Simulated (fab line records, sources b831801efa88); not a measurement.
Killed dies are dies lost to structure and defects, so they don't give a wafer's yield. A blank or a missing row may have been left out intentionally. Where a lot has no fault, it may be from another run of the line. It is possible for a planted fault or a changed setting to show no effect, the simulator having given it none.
Which tool was responsible? -- flow gf180mcu -- 7 lots (21 wafers sampled), 1 step of a 602-step route

== WHAT THE GAUGES READ, wafer by wafer ==
GF_MIM_THK_MEAS_06.
lot,measured,on,MIM_CVD_05_THK (nm)
L744,day 24 16:10,filmMetro-01,42.2 42.2 42.7
L747,day 26 02:37,filmMetro-04,41.2 41.5 41.7
L750,day 26 17:32,filmMetro-01,41.5 42.3 42.1
L759,day 29 13:58,filmMetro-01,41.6 42.4 42.7
L761,day 30 06:04,filmMetro-04,42.3 42.0 42.7
L763,day 30 21:02,filmMetro-03,41.5 41.8 41.8
L765,day 31 04:05,filmMetro-03,41.5 42.7 42.0

== WHAT TOOL EACH LOT RAN ON (gives the tool, then ch and the chambers of the sampled wafers, and finally the start) ==
The record shows no process step preceding these readings.

== THE ANSWER, worked out from the rows above alone ==
Rule: what is usual is taken from the lots themselves. Put in order of their means at a reading, lots are off if they are a third of the lots or fewer, leave a main group of 4 or more, and stand apart from it by a gap of 3 or more times the standard deviation of the main group's means; of several such gaps the widest counts. A main group is skipped when, at the precision printed for the reading in the tables above, its means are all equal. Also off: a lot with no number at a reading for which 4 or more lots have one. The other lots that the step has rows for count as sound.
No lot is off on any of the readings shown, so nothing can be concluded from this.

== WHAT THE SIMULATOR HAD PUT IN ==
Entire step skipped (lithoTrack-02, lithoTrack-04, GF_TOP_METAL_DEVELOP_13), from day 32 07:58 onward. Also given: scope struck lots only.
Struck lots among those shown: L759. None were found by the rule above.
